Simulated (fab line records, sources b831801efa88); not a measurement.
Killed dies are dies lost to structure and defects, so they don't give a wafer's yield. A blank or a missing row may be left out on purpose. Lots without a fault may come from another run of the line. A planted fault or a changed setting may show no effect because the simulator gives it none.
fab line records | flow gf180mcu
record lots=5 wafers=15 last_day=34
route steps=602 shown V5@545 TOP_METAL@567
lots that met no fault: from a run of the same line without faults
start_h: hours from the record's first day to the start of the lot's first wafer shown | wait_h: hours since the lot's step before | " the same as in the row above | L1.1+2: a row that stands for several wafers | - no value, or no start given | * or withheld: withheld | < > ~ a bound
route shown NAME@n: a module of which the file shows steps, and the number in the route of the first | usual: mean/standard deviation of fault-free wafers | same: alike in all rows | chamber/n: place in a boat | sites: the reading at each site | _std_site: their standard deviation | _edge_site: outer sites' mean less inner sites' | radius_mm: how far each site lies from the wafer's centre | mask NAME#n: copy n | behind: the tool/chamber that last shaped the wafer | hold: why the lot was held/for how many hours/how that ended | device: the transistor (n, p or np) that didn't switch | end of line: the same wafers' tests at the end of the route | a step without rows: its recipe alone | killed: dies lost to structure and defects at the first sort, not the wafer's yield | map: a wafer's dies, x killed, . not, _ none there
set.NAME: the setting as run; set.NAME@STEP: as run at that earlier step | model.NAME: the simulator's own value behind a step, which no gauge read
lots at some steps of the route; a table a step, a row a wafer
services: from which hour (start_h, from the record's first day; less than 0 if before it) a tool's chamber was out of use, for how many hours, and why
## steps
# step GF_V5_BOW_MEAS_05
# recipe mode=bow
# usual V5_BOW=135/9.1
# columns lot.wafer tool chamber start_h wait_h V5_BOW[um]
L078.3 film_metro-04 - 640.71 0.2 127
L078.4 " - " " 146
L078.5 " - " " 126
L080.1 film_metro-03 - 659.92 0.1 128
L080.2 " - " " 126
L080.3 " - " " 140
L081.2 film_metro-04 - 667.03 0.1 146
L081.4 " - " " 126
L081.6 " - " " 135
L092.1 film_metro-04 - 737.24 0.2 126
L092.2 " - " " 121
L092.5 " - " " 121
L097.3 film_metro-03 - 762.57 0.2 130
L097.4 " - " " 139
L097.6 " - " " 123
# step GF_V5_DEHYDRATE_06
# recipe temp_c=200 time_s=60
# columns lot.wafer tool chamber start_h wait_h
L078.3+4+5 litho_track-03 0 649.46 8.7
L080.1+2+3 litho_track-03 0 668.86 8.9
L081.2+4+6 litho_track-03 0 676.48 9.4
L092.1+2+5 litho_track-03 0 744.91 7.6
L097.3+4+6 litho_track-04 0 770.12 7.5
# step GF_V5_HMDS_07
# recipe prime_time_s=60 prime_temp_c=120
# columns lot.wafer tool chamber start_h wait_h
L078.3+4+5 litho_track-03 0 649.61 0.1
L080.1+2+3 litho_track-03 0 669.01 0.1
L081.2+4+6 litho_track-03 0 676.63 0.1
L092.1+2+5 litho_track-03 0 745.06 0.1
L097.3+4+6 litho_track-04 0 770.27 0.1
# step GF_V5_COAT_08
# recipe resist=BARC temp_c=withheld time_s=withheld spin_rpm=withheld resist_thk_nm=withheld
# columns lot.wafer tool chamber start_h wait_h
L078.3+4+5 litho_track-03 0 649.76 0.1
L080.1+2+3 litho_track-03 0 669.16 0.1
L081.2+4+6 litho_track-03 0 676.78 0.1
L092.1+2+5 litho_track-03 0 745.21 0.1
L097.3+4+6 litho_track-04 0 770.42 0.1
# step GF_V5_COAT_09
# recipe resist=KrF spin_rpm=withheld resist_thk_nm=1000
# columns lot.wafer tool chamber start_h wait_h
L078.3+4+5 litho_track-03 0 - -
L080.1+2+3 litho_track-03 0 - -
L081.2+4+6 litho_track-03 0 - -
L092.1+2+5 litho_track-03 0 - -
L097.3+4+6 litho_track-04 0 - -
# step GF_V5_SOFTBAKE_10
# recipe temp_c=130 time_s=60 resist=KrF
# columns lot.wafer tool chamber start_h wait_h
L078.3+4+5 litho_track-03 0 - -
L080.1+2+3 litho_track-03 0 - -
L081.2+4+6 litho_track-03 0 - -
L092.1+2+5 litho_track-03 0 - -
L097.3+4+6 litho_track-04 0 - -
# step GF_V5_EXPOSE_11
# recipe mask_id=Via5 target_cd_nm=260 na=0.68 source_shape=conventional sigma_outer=0.6 dose_mj=38
# same sigma_outer=0.6
# columns lot.wafer tool chamber start_h wait_h mask
L078.3+4+5 krf_scanner-02 0 - - Via5#0
L080.1+2+3 krf_scanner-02 0 - - Via5#0
L081.2+4+6 krf_scanner-02 0 - - Via5#0
L092.1+2+5 krf_scanner-01 0 - - Via5#0
L097.3+4+6 krf_scanner-02 0 - - Via5#0
# step GF_V5_PEB_12
# recipe peb_temp_c=135 peb_time_s=90 resist=KrF
# columns lot.wafer tool chamber start_h wait_h
L078.3+4+5 litho_track-04 0 - -
L080.1+2+3 litho_track-04 0 - -
L081.2+4+6 litho_track-03 0 - -
L092.1+2+5 litho_track-04 0 - -
L097.3+4+6 litho_track-03 0 - -
# step GF_V5_DEVELOP_13
# recipe develop_time_s=60 resist=KrF dev_temp_c=21
# columns lot.wafer tool chamber start_h wait_h
L078.3+4+5 litho_track-04 0 659.77 0.1
L080.1+2+3 litho_track-04 0 678.97 0.2
L081.2+4+6 litho_track-03 0 686.08 0.2
L092.1+2+5 litho_track-04 0 753.57 0.2
L097.3+4+6 litho_track-03 0 777.71 0.1
# step GF_V5_CD_MEAS_14
# recipe target_cd_nm=260
# usual cd_nm=260.3/1.1
# columns lot.wafer tool chamber start_h wait_h cd_nm
L078.3 cd_sem-01 - 659.91 0.1 258.8
L078.4 " - " " 260.2
L078.5 " - " " 258.8
L080.1 cd_sem-02 - 679.12 0.1 261.2
L080.2 " - " " 260.6
L080.3 " - " " 260.2
L081.2 cd_sem-02 - 686.23 0.1 260.8
L081.4 " - " " 259.5
L081.6 " - " " 260.4
L092.1 cd_sem-02 - 753.72 0.1 260.5
L092.2 " - " " 259.8
L092.5 " - " " 258.9
L097.3 cd_sem-02 - 777.85 0.1 259.1
L097.4 " - " " 260.3
L097.6 " - " " 260.6
# step GF_V5_OVL_MEAS_15
# usual V5_OVL=3/4.9
# columns lot.wafer tool chamber start_h wait_h V5_OVL[nm]
L078.3 overlay-02 - 660.00 0.1 13
L078.4 " - " " 9
L078.5 " - " " 7
L080.1 overlay-02 - 679.24 0.1 3
L080.2 " - " " -6
L080.3 " - " " -6
L081.2 overlay-02 - 686.34 0.1 -2
L081.4 " - " " -8
L081.6 " - " " 1
L092.1 overlay-02 - 753.84 0.1 6
L092.2 " - " " 5
L092.5 " - " " 8
L097.3 overlay-02 - 777.94 0.1 0
L097.4 " - " " 5
L097.6 " - " " 6
# step GF_V5_ETCH_16
# recipe chemistry=N2/H2 target_depth_a=withheld overetch_a=withheld time_s=withheld target=BARC ion_energy_ev=200 source_w=500 bias_w=100 pressure_mtorr=30 n2_flow_sccm=100 h2_flow_sccm=200
# usual drypump_motor_current_A=5.7/0.33 oes_product_au=0.854/0.0052 throttle_valve_pct=13.224/0.0088
# columns lot.wafer tool chamber start_h wait_h drypump_motor_current_A oes_product_au throttle_valve_pct
L078.3 rie_diel-04 1 660.03 0.0 5.3 0.864 13.217
L078.4 " 0 " " 5.3 0.864 13.223
L078.5 " 2 " " 5.7 0.858 13.226
L080.1 rie_diel-04 0 679.28 0.0 5.3 0.852 13.239
L080.2 " 1 " " 5.3 0.863 13.207
L080.3 " 3 " " 5.9 0.849 13.237
L081.2 rie_diel-04 2 686.37 0.0 5.7 0.862 13.226
L081.4 " 3 " " 5.9 0.857 13.234
L081.6 " 1 " " 5.3 0.855 13.212
L092.1 rie_diel-03 3 753.88 0.0 5.4 0.850 13.217
L092.2 " 2 " " 6.3 0.853 13.225
L092.5 " 3 " " 5.4 0.858 13.222
L097.3 rie_diel-03 2 777.96 0.0 6.3 0.853 13.230
L097.4 " 1 " " 6.3 0.853 13.231
L097.6 " 2 " " 6.2 0.849 13.231
# step GF_V5_ETCH_17
# recipe chemistry=C4F8/O2/Ar mask_material=KrF target=SiO2 stop_on=TiN source_w=1500 bias_w=1200 pressure_mtorr=40 c4f8_flow_sccm=withheld O2_flow_sccm=6 Ar_flow_sccm=300 time_s=withheld target_depth_a=8550
# usual oes_product_au=0.860/0.0046
# columns lot.wafer tool chamber start_h wait_h oes_product_au
L078.3 rie_diel-04 1 - - 0.860
L078.4 " 0 " " 0.857
L078.5 " 2 " " 0.863
L080.1 rie_diel-04 0 - - 0.858
L080.2 " 1 " " 0.864
L080.3 " 3 " " 0.858
L081.2 rie_diel-04 2 - - 0.859
L081.4 " 3 " " 0.863
L081.6 " 1 " " 0.863
L092.1 rie_diel-03 3 - - 0.870
L092.2 " 2 " " 0.857
L092.5 " 3 " " 0.872
L097.3 rie_diel-03 2 - - 0.862
L097.4 " 1 " " 0.864
L097.6 " 2 " " 0.857
# step GF_V5_STRIP_18
# recipe chemistry=O2/N2 power_w=1400 pressure_mtorr=1500 platen_temp_c=250 o2_flow_sccm=3000 n2_flow_sccm=300 overash_fraction=0.5
# usual drypump_motor_current_A=6.04/0.18 heater_power_w=331/13 oes_product_au=0.568/0.0048 platen_temp_c=250.02/0.17
# columns lot.wafer tool chamber start_h wait_h drypump_motor_current_A heater_power_w oes_product_au platen_temp_c rf_hours_counter_h
L078.3 plasma_asher-04 0 660.21 - 5.87 342 0.567 249.86 -
L078.4 " 1 " " 6.13 322 0.565 249.82 -
L078.5 " 0 " " 5.86 357 0.562 250.02 -
L080.1 plasma_asher-02 0 679.43 - 6.03 341 0.558 250.11 21
L080.2 " 1 " " 6.14 328 0.568 250.17 21
L080.3 " 1 " " 6.17 331 0.565 250.01 -
L081.2 plasma_asher-02 1 686.52 - 6.16 333 0.564 250.23 21
L081.4 " 0 " " 6.06 347 0.556 249.93 -
L081.6 " 1 " " 6.14 325 0.570 250.25 -
L092.1 plasma_asher-02 0 754.03 - 6.01 339 0.577 250.25 29
L092.2 " 1 " " 6.16 325 0.570 250.12 29
L092.5 " 0 " " 6.05 338 0.575 250.00 -
L097.3 plasma_asher-04 0 778.15 - 5.87 351 0.563 249.81 -
L097.4 " 1 " " 6.11 322 0.559 249.82 -
L097.6 " 1 " " 6.10 325 0.570 249.77 -
# step GF_V5_STRIP_19
# recipe chemistry=post_etch_residue_remover time_s=1200 temp_c=72.5
# usual temp_c=72.49/0.13
# columns lot.wafer tool chamber start_h wait_h temp_c
L078.3 wet_bench-03 2 660.28 0.0 72.66
L078.4 " 2 " " 72.67
L078.5 " 2 " " 72.56
L080.1 wet_bench-03 0 679.53 0.1 72.68
L080.2 " 0 " " 72.43
L080.3 " 0 " " 72.47
L081.2 wet_bench-04 2 686.62 0.1 72.49
L081.4 " 2 " " 72.49
L081.6 " 2 " " 72.58
L092.1 wet_bench-02 2 754.13 0.1 72.52
L092.2 " 2 " " 72.40
L092.5 " 2 " " 72.55
L097.3 wet_bench-02 2 778.22 0.0 72.25
L097.4 " 2 " " 72.59
L097.6 " 2 " " 72.46
# step GF_V5_CLEAN_20
# recipe chemistry=DIW dry=n2_spin
# columns lot.wafer tool chamber start_h wait_h
L078.3+4+5 wet_bench-04 2 660.65 0.0
L080.1+2+3 wet_bench-04 1 679.87 0.0
L081.2+4+6 wet_bench-02 2 687.30 0.0
L092.1+2+5 wet_bench-03 3 754.47 0.0
L097.3+4+6 wet_bench-04 2 778.56 0.0
# step GF_V5_SPUTTER_21
# recipe material=Ti target_thk_nm=15 chamber_pressure_pa=5 power_w=2500 substrate_temp_c=200 time_s=80.02
# usual throttle_valve_pct=30.7/0.96
# columns lot.wafer tool chamber start_h wait_h throttle_valve_pct
L078.3 pvd_sputter-01 - 660.74 0.0 31.8
L078.4 " - " " 30.4
L078.5 " - " " 32.0
L080.1 pvd_sputter-03 - 680.05 0.0 30.5
L080.2 " - " " 28.9
L080.3 " - " " 30.6
L081.2 pvd_sputter-04 - 687.39 0.0 30.9
L081.4 " - " " 30.4
L081.6 " - " " 30.5
L092.1 pvd_sputter-04 - 754.57 0.0 32.1
L092.2 " - " " 30.8
L092.5 " - " " 32.3
L097.3 pvd_sputter-04 - 778.66 0.0 30.6
L097.4 " - " " 30.8
L097.6 " - " " 30.7
# step GF_V5_SPUTTER_22
# recipe material=TiN target_thk_nm=10 chamber_pressure_pa=5 power_w=4000 time_s=40
# usual throttle_valve_pct=30.7/0.96
# columns lot.wafer tool chamber start_h wait_h throttle_valve_pct
L078.3 pvd_sputter-01 - 660.81 0.0 32.0
L078.4 " - " " 30.9
L078.5 " - " " 32.0
L080.1 pvd_sputter-03 - 680.12 0.0 30.4
L080.2 " - " " 28.6
L080.3 " - " " 30.7
L081.2 pvd_sputter-04 - 687.45 0.0 30.8
L081.4 " - " " 30.6
L081.6 " - " " 30.5
L092.1 pvd_sputter-04 - 754.63 0.0 32.1
L092.2 " - " " 30.9
L092.5 " - " " 32.2
L097.3 pvd_sputter-04 - 778.72 0.0 30.2
L097.4 " - " " 30.6
L097.6 " - " " 30.9
# step GF_V5_CVD_23
# recipe material=W target_thk_nm=350 time_s=104.9 temp_c=400 pressure_torr=40
# usual heater_power_w=906/72
# columns lot.wafer tool chamber start_h wait_h heater_power_w
L078.3 cvd_w-01 1 660.88 0.1 963
L078.4 " 0 " " 829
L078.5 " 1 " " 997
L080.1 cvd_w-02 1 680.15 0.0 953
L080.2 " 0 " " 806
L080.3 " 1 " " 934
L081.2 cvd_w-01 0 687.49 0.0 834
L081.4 " 0 " " 841
L081.6 " 1 " " 1011
L092.1 cvd_w-02 1 754.67 0.0 966
L092.2 " 0 " " 837
L092.5 " 0 " " 837
L097.3 cvd_w-02 0 778.83 0.1 819
L097.4 " 0 " " 821
L097.6 " 0 " " 849
# step GF_V5_RS_MEAS_24
# recipe thk_meas_gauge=four-point-probe reads=W_of_V5_CVD_23+TiN_of_V5_SPUTTER_22+Ti_of_V5_SPUTTER_21
# usual V5_W_RS=0.325/0.0042
# columns lot.wafer tool chamber start_h wait_h V5_W_RS[ohm/sq]
L078.3 film_metro-04 - 661.06 0.1 0.324
L078.4 " - " " 0.320
L078.5 " - " " 0.325
L080.1 film_metro-03 - 680.27 0.1 0.333
L080.2 " - " " 0.329
L080.3 " - " " 0.332
L081.2 film_metro-04 - 687.63 0.1 0.323
L081.4 " - " " 0.323
L081.6 " - " " 0.322
L092.1 film_metro-03 - 754.81 0.1 0.326
L092.2 " - " " 0.321
L092.5 " - " " 0.318
L097.3 film_metro-03 - 779.02 0.2 0.327
L097.4 " - " " 0.322
L097.6 " - " " 0.318
# step GF_V5_THK_MEAS_25
# recipe thk_meas_gauge=xrf reads=W_of_V5_CVD_23
# usual V5_W_THK=361/6.4
# columns lot.wafer tool chamber start_h wait_h V5_W_THK[nm]
L078.3 film_metro-04 - 661.16 0.1 357
L078.4 " - " " 362
L078.5 " - " " 356
L080.1 film_metro-03 - 680.39 0.1 357
L080.2 " - " " 358
L080.3 " - " " 359
L081.2 film_metro-04 - 687.74 0.1 359
L081.4 " - " " 363
L081.6 " - " " 361
L092.1 film_metro-03 - 754.93 0.1 369
L092.2 " - " " 373
L092.5 " - " " 378
L097.3 film_metro-03 - 779.12 0.1 364
L097.4 " - " " 367
L097.6 " - " " 374
# step GF_V5_CMP_26
# recipe stop_on=SiO2 down_force_psi=3.5 platen_rpm=60 t_overpolish_s=15 target_thk_nm=0 pad_velocity_m_s=0.94248
# usual motor_current_A=12.2/0.72 overpolish_run_s=15.001/0.0088 retaining_ring_pressure_frac=0.999/0.0052 slurry_filter_dp_kPa=13.49/0.15 time_to_endpoint_s=87/3.8
# same t_overpolish_s=15
# columns lot.wafer tool chamber start_h wait_h motor_current_A overpolish_run_s retaining_ring_pressure_frac slurry_filter_dp_kPa time_to_endpoint_s
L078.4 cmp-02 0 661.20 0.0 13.7 15.002 1.007 13.59 93
L078.3 " 1 " " 12.5 15.001 1.000 13.79 85
L078.5 " 0 " " 12.5 14.995 0.998 13.55 92
L080.2 cmp-02 2 680.45 0.0 12.5 14.999 1.004 13.56 82
L080.1 " 3 " " 12.3 14.998 1.000 13.26 88
L080.3 " 1 " " 11.6 15.001 1.001 13.43 81
L081.2 cmp-02 2 687.79 0.0 13.4 14.998 1.001 13.44 85
L081.4 " 3 " " 11.7 15.004 0.992 13.40 89
L081.6 " 3 " " 12.2 15.007 0.996 13.47 89
L092.2 cmp-02 1 754.99 0.0 12.4 15.007 1.003 13.50 84
L092.1 " 3 " " 11.7 15.015 0.993 13.44 90
L092.5 " 2 " " 13.1 15.000 1.000 13.50 88
L097.3 cmp-02 0 779.16 0.0 12.5 14.993 1.001 13.55 87
L097.4 " 3 " " 11.3 14.990 0.996 13.57 92
L097.6 " 0 " " 13.2 15.007 0.993 13.51 88
# step GF_TOP_METAL_SPUTTER_00
# recipe material=Ti target_thk_nm=37.5 arriving_ion_energy_ev=80 substrate_temp_c=200 chamber_pressure_pa=2 power_w=4000 time_s=150
# usual throttle_valve_pct=30.2/1.1
# columns lot.wafer tool chamber start_h wait_h throttle_valve_pct
L078.3 pvd_sputter-03 - 661.50 0.2 28.6
L078.4 " - " " 30.8
L078.5 " - " " 30.5
L080.1 pvd_sputter-02 - 680.75 0.2 31.1
L080.2 " - " " 28.8
L080.3 " - " " 28.7
L081.2 pvd_sputter-03 - 688.09 0.2 31.4
L081.4 " - " " 30.3
L081.6 " - " " 28.8
L092.1 pvd_sputter-02 - 755.29 0.1 31.1
L092.2 " - " " 28.8
L092.5 " - " " 30.7
L097.3 pvd_sputter-02 - 779.46 0.2 28.9
L097.4 " - " " 30.8
L097.6 " - " " 28.9
# step GF_TOP_METAL_SPUTTER_01
# recipe material=TiN target_thk_nm=30 power_w=6500 time_s=25 chamber_pressure_pa=0.4
# usual throttle_valve_pct=30.3/1.1
# columns lot.wafer tool chamber start_h wait_h throttle_valve_pct
L078.3 pvd_sputter-03 - 661.60 0.1 28.7
L078.4 " - " " 30.3
L078.5 " - " " 30.4
L080.1 pvd_sputter-02 - 680.85 0.1 31.0
L080.2 " - " " 28.9
L080.3 " - " " 29.0
L081.2 pvd_sputter-03 - 688.19 0.1 31.4
L081.4 " - " " 30.6
L081.6 " - " " 29.0
L092.1 pvd_sputter-02 - 755.39 0.1 31.2
L092.2 " - " " 29.0
L092.5 " - " " 30.8
L097.3 pvd_sputter-02 - 779.56 0.1 28.9
L097.4 " - " " 30.6
L097.6 " - " " 29.0
# step GF_TOP_METAL_SPUTTER_02
# recipe material=AlCu target_thk_nm=900 power_w=10600 chamber_pressure_pa=0.3 substrate_temp_c=250 gas=Ar time_s=47.82
# usual throttle_valve_pct=30.2/1.1
# columns lot.wafer tool chamber start_h wait_h throttle_valve_pct
L078.3 pvd_sputter-03 - 661.63 0.0 28.7
L078.4 " - " " 31.0
L078.5 " - " " 30.3
L080.1 pvd_sputter-02 - 680.88 0.0 30.8
L080.2 " - " " 28.7
L080.3 " - " " 28.9
L081.2 pvd_sputter-03 - 688.22 0.0 31.4
L081.4 " - " " 30.4
L081.6 " - " " 28.9
L092.1 pvd_sputter-02 - 755.42 0.0 30.9
L092.2 " - " " 29.2
L092.5 " - " " 30.7
L097.3 pvd_sputter-02 - 779.59 0.0 28.8
L097.4 " - " " 31.1
L097.6 " - " " 28.9
# step GF_TOP_METAL_SPUTTER_03
# recipe material=Ti target_thk_nm=5 substrate_temp_c=300 chamber_pressure_pa=0.3 power_w=3000 time_s=3.3
# usual throttle_valve_pct=30.2/1.1
# columns lot.wafer tool chamber start_h wait_h throttle_valve_pct
L078.3 pvd_sputter-03 - 661.67 0.0 28.7
L078.4 " - " " 30.9
L078.5 " - " " 30.4
L080.1 pvd_sputter-02 - 680.92 0.0 31.0
L080.2 " - " " 28.7
L080.3 " - " " 28.9
L081.2 pvd_sputter-03 - 688.26 0.0 31.3
L081.4 " - " " 30.4
L081.6 " - " " 29.0
L092.1 pvd_sputter-02 - 756.45 1.0 30.9
L092.2 " - " " 28.7
L092.5 " - " " 30.8
L097.3 pvd_sputter-02 - 779.64 0.0 28.9
L097.4 " - " " 30.5
L097.6 " - " " 28.9
# step GF_TOP_METAL_SPUTTER_04
# recipe material=TiN target_thk_nm=25 power_w=6500 time_s=20.8 chamber_pressure_pa=0.4
# usual throttle_valve_pct=30.3/1.1
# columns lot.wafer tool chamber start_h wait_h throttle_valve_pct
L078.3 pvd_sputter-03 - 661.69 0.0 28.9
L078.4 " - " " 30.7
L078.5 " - " " 30.6
L080.1 pvd_sputter-02 - 680.94 0.0 30.9
L080.2 " - " " 29.1
L080.3 " - " " 29.2
L081.2 pvd_sputter-03 - 688.28 0.0 31.6
L081.4 " - " " 30.4
L081.6 " - " " 28.8
L092.1 pvd_sputter-02 - 756.47 0.0 30.8
L092.2 " - " " 28.8
L092.5 " - " " 30.7
L097.3 pvd_sputter-02 - 779.66 0.0 29.3
L097.4 " - " " 30.8
L097.6 " - " " 29.1
# step GF_TOP_METAL_RS_MEAS_05
# recipe thk_meas_gauge=four-point-probe reads=TiN_of_TOP_METAL_SPUTTER_04+Ti_of_TOP_METAL_SPUTTER_03+AlCu_of_TOP_METAL_SPUTTER_02+TiN_of_TOP_METAL_SPUTTER_01+Ti_of_TOP_METAL_SPUTTER_00
# usual TOP_METAL_ALCU_RS=0.0328/0.00031
# columns lot.wafer tool chamber start_h wait_h TOP_METAL_ALCU_RS[ohm/sq]
L078.3 film_metro-03 - 661.76 0.1 0.0328
L078.4 " - " " 0.0327
L078.5 " - " " 0.0328
L080.1 film_metro-03 - 680.97 0.0 0.0331
L080.2 " - " " 0.0325
L080.3 " - " " 0.0328
L081.2 film_metro-01 - 688.33 0.0 0.0326
L081.4 " - " " 0.0325
L081.6 " - " " 0.0326
L092.1 film_metro-01 - 756.50 0.0 0.0330
L092.2 " - " " 0.0326
L092.5 " - " " 0.0330
L097.3 film_metro-03 - 779.72 0.1 0.0330
L097.4 " - " " 0.0332
L097.6 " - " " 0.0328
# step GF_TOP_METAL_THK_MEAS_06
# recipe thk_meas_gauge=xrf reads=AlCu_of_TOP_METAL_SPUTTER_02
# usual TOP_METAL_ALCU_THK=894/8.3
# columns lot.wafer tool chamber start_h wait_h TOP_METAL_ALCU_THK[nm]
L078.3 film_metro-03 - 661.86 0.1 896
L078.4 " - " " 897
L078.5 " - " " 898
L080.1 film_metro-03 - 681.09 0.1 889
L080.2 " - " " 904
L080.3 " - " " 893
L081.2 film_metro-01 - 688.44 0.1 900
L081.4 " - " " 904
L081.6 " - " " 901
L092.1 film_metro-01 - 756.62 0.1 893
L092.2 " - " " 902
L092.5 " - " " 898
L097.3 film_metro-03 - 779.82 0.1 895
L097.4 " - " " 891
L097.6 " - " " 899
# step GF_TOP_METAL_DEHYDRATE_07
# recipe temp_c=200 time_s=60
# columns lot.wafer tool chamber start_h wait_h
L078.3+4+5 litho_track-03 0 670.26 8.4
L080.1+2+3 litho_track-02 0 689.87 8.8
L081.2+4+6 litho_track-01 0 697.20 8.8
L092.1+2+5 litho_track-03 0 764.71 8.1
L097.3+4+6 litho_track-02 0 787.72 7.9
# step GF_TOP_METAL_HMDS_08
# recipe prime_time_s=60 prime_temp_c=120
# columns lot.wafer tool chamber start_h wait_h
L078.3+4+5 litho_track-03 0 670.41 0.1
L080.1+2+3 litho_track-02 0 690.02 0.1
L081.2+4+6 litho_track-01 0 697.35 0.1
L092.1+2+5 litho_track-03 0 764.86 0.1
L097.3+4+6 litho_track-02 0 787.87 0.1
# step GF_TOP_METAL_COAT_09
# recipe resist=NOVOLAK spin_rpm=3000 resist_thk_nm=1500
# columns lot.wafer tool chamber start_h wait_h
L078.3+4+5 litho_track-03 0 670.56 0.1
L080.1+2+3 litho_track-02 0 690.17 0.1
L081.2+4+6 litho_track-01 0 697.50 0.1
L092.1+2+5 litho_track-03 0 765.01 0.1
L097.3+4+6 litho_track-02 0 788.02 0.1
# step GF_TOP_METAL_SOFTBAKE_10
# recipe temp_c=90 time_s=60 resist=NOVOLAK
# columns lot.wafer tool chamber start_h wait_h
L078.3+4+5 litho_track-03 0 670.71 0.1
L080.1+2+3 litho_track-02 0 690.32 0.1
L081.2+4+6 litho_track-01 0 697.65 0.1
L092.1+2+5 litho_track-03 0 765.16 0.1
L097.3+4+6 litho_track-02 0 788.17 0.1
# step GF_TOP_METAL_EXPOSE_11
# recipe mask_id=MetalTop target_cd_nm=440 na=0.6 source_shape=conventional sigma_outer=0.6 dose_mj=170
# same sigma_outer=0.6
# columns lot.wafer tool chamber start_h wait_h mask
L078.3+4+5 iline_stepper-01 0 - - MetalTop#0
L080.1+2+3 iline_stepper-01 0 - - MetalTop#0
L081.2+4+6 iline_stepper-02 0 - - MetalTop#0
L092.1+2+5 iline_stepper-01 0 - - MetalTop#0
L097.3+4+6 iline_stepper-01 0 - - MetalTop#0
# step GF_TOP_METAL_PEB_12
# recipe temp_c=withheld time_s=* resist=NOVOLAK
# columns lot.wafer tool chamber start_h wait_h
L078.3+4+5 litho_track-02 0 - -
L080.1+2+3 litho_track-03 0 - -
L081.2+4+6 litho_track-03 0 - -
L092.1+2+5 litho_track-03 0 - -
L097.3+4+6 litho_track-03 0 - -
# step GF_TOP_METAL_DEVELOP_13
# recipe develop_time_s=60 dev_temp_c=23
# columns lot.wafer tool chamber start_h wait_h
L078.3+4+5 litho_track-02 0 680.92 0.1
L080.1+2+3 litho_track-03 0 699.66 0.1
L081.2+4+6 litho_track-03 0 706.43 0.1
L092.1+2+5 litho_track-03 0 772.66 0.1
L097.3+4+6 litho_track-03 0 794.86 0.1
# step GF_TOP_METAL_CD_MEAS_14
# recipe target_cd_nm=440
# usual cd_nm=439.5/2.2
# columns lot.wafer tool chamber start_h wait_h cd_nm
L078.3 cd_sem-01 - 681.06 0.1 436.0
L078.4 " - " " 435.2
L078.5 " - " " 437.0
L080.1 cd_sem-01 - 699.81 0.1 438.7
L080.2 " - " " 438.6
L080.3 " - " " 436.6
L081.2 cd_sem-01 - 706.58 0.1 439.7
L081.4 " - " " 439.5
L081.6 " - " " 440.3
L092.1 cd_sem-01 - 772.81 0.1 436.8
L092.2 " - " " 440.2
L092.5 " - " " 438.4
L097.3 cd_sem-01 - 795.00 0.1 441.4
L097.4 " - " " 441.1
L097.6 " - " " 442.1
# step GF_TOP_METAL_OVL_MEAS_15
# usual TOP_METAL_OVL=1.7/1.3
# columns lot.wafer tool chamber start_h wait_h TOP_METAL_OVL[nm]
L078.3 overlay-01 - 681.16 0.1 1.7
L078.4 " - " " 2.3
L078.5 " - " " 1.7
L080.1 overlay-01 - 699.93 0.1 2.9
L080.2 " - " " 2.4
L080.3 " - " " 4.4
L081.2 overlay-02 - 706.69 0.1 3.2
L081.4 " - " " 1.6
L081.6 " - " " 1.6
L092.1 overlay-02 - 772.93 0.1 1.5
L092.2 " - " " 3.4
L092.5 " - " " 2.6
L097.3 overlay-01 - 795.09 0.1 0.3
L097.4 " - " " 1.6
L097.6 " - " " 0.5
# step GF_TOP_METAL_METAL_ETCH_16
# recipe chemistry=Cl2/BCl3 mask_material=NOVOLAK target_depth_nm=1197 stop_on=SiO2 pressure_mtorr=8 icp_w=800 bias_w=140 Cl2_flow_sccm=80 bcl3_flow_sccm=40 time_s=199.5
# usual bcl3_flow_sccm=39.98/0.12 drypump_motor_current_A=5.6/0.43 mfc_cl2_sccm=80.06/0.24 oes_product_au=0.991/0.0062 throttle_valve_pct=28.230/0.01
# columns lot.wafer tool chamber start_h wait_h bcl3_flow_sccm drypump_motor_current_A mfc_cl2_sccm oes_product_au rf_hours_counter_h throttle_valve_pct
L078.3 rie_metal-01 0 681.24 0.1 40.19 5.0 79.81 0.996 - 28.222
L078.4 " 1 " " 40.03 5.9 80.15 0.989 - 28.232
L078.5 " 1 " " 40.10 5.9 80.26 0.995 - 28.230
L080.1 rie_metal-02 1 699.97 0.0 39.95 5.4 79.91 0.979 8 28.244
L080.2 " 1 " " 39.95 5.4 80.10 0.980 - 28.249
L080.3 " 1 " " 40.10 5.4 80.02 0.996 - 28.233
L081.2 rie_metal-02 0 706.72 0.0 39.91 6.1 80.20 0.995 6 28.235
L081.4 " 1 " " 39.96 5.4 80.17 0.984 - 28.256
L081.6 " 0 " " 39.96 6.1 80.28 0.989 - 28.234
L092.1 rie_metal-01 1 772.96 0.0 40.01 5.9 79.78 0.992 15 28.243
L092.2 " 0 " " 40.08 4.9 80.18 0.998 3 28.212
L092.5 " 1 " " 39.87 5.9 80.33 1.001 - 28.216
L097.3 rie_metal-01 0 795.18 0.1 39.85 4.9 80.25 0.994 - 28.231
L097.4 " 1 " " 40.12 5.9 80.05 0.991 - 28.227
L097.6 " 0 " " 40.11 4.9 79.88 0.989 - 28.227
## services
# columns tool chamber start_h hours kind
cmp-02 - 627.82 0.2 repair
cvd_w-02 1 630.67 8.5 repair
wet_bench-02 - 631.16 44.0 pm
cmp-02 - 631.86 1.9 repair
pvd_sputter-02 - 634.24 4.5 repair
rie_diel-03 3 638.86 11.6 repair
plasma_asher-02 - 640.98 33.0 pm
pvd_sputter-01 - 641.79 1.9 repair
iline_stepper-01 - 651.42 1.7 pm
rie_diel-03 1 661.34 12.5 repair
cmp-02 - 661.89 4.4 repair
rie_diel-03 - 678.73 14.6 pm
krf_scanner-02 - 682.60 1.0 pm
cvd_w-02 - 690.55 0.4 repair
krf_scanner-02 - 702.22 0.8 repair
pvd_sputter-03 - 710.06 2.3 repair
rie_diel-04 1 741.50 8.8 repair
cmp-02 - 744.27 4.0 pm
rie_diel-03 1 755.73 6.9 repair
cmp-02 - 761.13 3.2 repair
krf_scanner-02 - 775.09 0.8 pm
cvd_w-02 1 776.75 5.8 repair
krf_scanner-02 - 780.82 1.3 pm
cvd_w-02 - 794.05 6.9 pm
## key
fault none
